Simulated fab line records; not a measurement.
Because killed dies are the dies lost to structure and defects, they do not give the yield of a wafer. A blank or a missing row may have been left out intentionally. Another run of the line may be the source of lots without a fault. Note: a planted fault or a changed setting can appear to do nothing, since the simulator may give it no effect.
One fault seen from 2 desks | flow sky130 | each desk holds nothing but its own numbers, with what lay behind them at the end

== METROLOGY DESK ==
What the gauges read, lot by lot, whatever tool the lot ran on: means of the sampled wafers that have a number. Marked OUT: a lot whose mean sits more than 4 standard deviations from the usual mean, which makes it out of limits; the brackets give that distance.
Columns: A = SD_N_TW at SKY_SD_N_TW_MEAS_12, usual 4002; B = SD_N_RS at SKY_SD_N_RS_MEAS_16, usual 68.49 ohm/sq; C = METAL1_ALCU_RS at SKY_METAL1_RS_MEAS_05, usual 0.1270 ohm/sq; D = cd-nm at SKY_METAL1_CD_MEAS_15, usual 140.1 nm
lot  | first seen here | A               | B               | C      | D
L635 | day 27 16:06    | 3982            | 68.51           | 0.1267 | 138.9
L636 | day 27 22:00    | 4042            | 68.56           | 0.1253 | 138.5
L637 | day 28 09:19    | 4021            | 68.34           | 0.1272 | 141.0
L638 | day 28 18:09    | 3967            | 68.49           | 0.1275 | 140.0
L643 | day 30 14:08    | 3988            | 68.51           | 0.1281 | 140.9
L645 | day 32 07:29    | 3871 (-4.4) OUT | 72.42 (+30) OUT | 0.1258 | 139.1
L646 | day 32 08:44    | 3934            | 72.68 (+32) OUT | 0.1283 | 139.4
L649 | day 32 19:45    | 4018            | 68.56           | 0.1272 | 141.3
L650 | day 33 00:14    | 3957            | 68.33           | 0.1276 | 141.6
L651 | day 33 01:49    | 4044            | 68.58           | 0.1274 | 139.3
L652 | day 33 20:43    | 4028            | 68.46           | 0.1275 | 139.8
L654 | day 34 01:28    | 4000            | 68.35           | 0.1286 | 141.2
L657 | day 34 17:26    | 4004            | 68.65           | 0.1266 | 140.3
L658 | day 35 06:37    | 3947            | 68.57           | 0.1268 | 142.5
Per this desk, out of limits: L645, L646; the first was L645, day 32 07:29 (SD_N_TW at SKY_SD_N_TW_MEAS_12). In limits: L635, L636, L637, L638, L643, L649, L650, L651, L652, L654, L657, L658.

== TOOL OWNER'S DESK, implanter-04 ==
SKY_SD_N_IMPLANT_09, tool's own readings: per-lot mean of the sampled wafers with a number, covering each lot this tool ran. Marked OUT: a lot whose mean sits more than 4 standard deviations from the usual mean, which makes it out of limits; the brackets give that distance.
Columns: A = beam-energy-keV at SKY_SD_N_IMPLANT_09, usual 50.001; B = dose-ions-cm2 at SKY_SD_N_IMPLANT_09, usual 3.999e+15; C = faraday-current-uA at SKY_SD_N_IMPLANT_09, usual 11448
lot  | first seen here | A                        | B         | C
L635 | day 27 15:43    | 50.006                   | 3.996e+15 | 11972
L636 | day 27 21:37    | 49.999                   | 3.998e+15 | 12332
L638 | day 28 17:46    | 49.988                   | 3.999e+15 | 12254
L645 | day 32 07:05    | 44.566 (-99 or more) OUT | 4.005e+15 | 12057
L646 | day 32 08:20    | 44.583 (-99 or more) OUT | 4.000e+15 | 12227
L658 | day 35 06:13    | 49.995                   | 3.995e+15 | 12115
This desk's verdict: out of limits on L645, L646, starting with L645 at day 32 07:05 (beam-energy-keV at SKY_SD_N_IMPLANT_09). In limits: L635, L636, L638, L658.

== TAKEN TOGETHER ==
At day 32 07:05, on L645, L646, the tool owner's desk was in a position to raise an alarm.
At day 32 07:29 the metrology desk could have sounded an alarm, on L645, L646.
Of the lots named, all ran SKY_SD_N_IMPLANT_09 on implanter-04.

== WHAT WAS PUT IN BY THE SIMULATOR ==
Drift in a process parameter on implanter-04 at SKY_SD_N_IMPLANT_09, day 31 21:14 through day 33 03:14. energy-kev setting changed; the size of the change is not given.
Struck lots among those shown: L645, L646.
Time in hours from fault onset to the first out-of-limits reading at each desk: tool owner's desk 10, metrology desk 10.
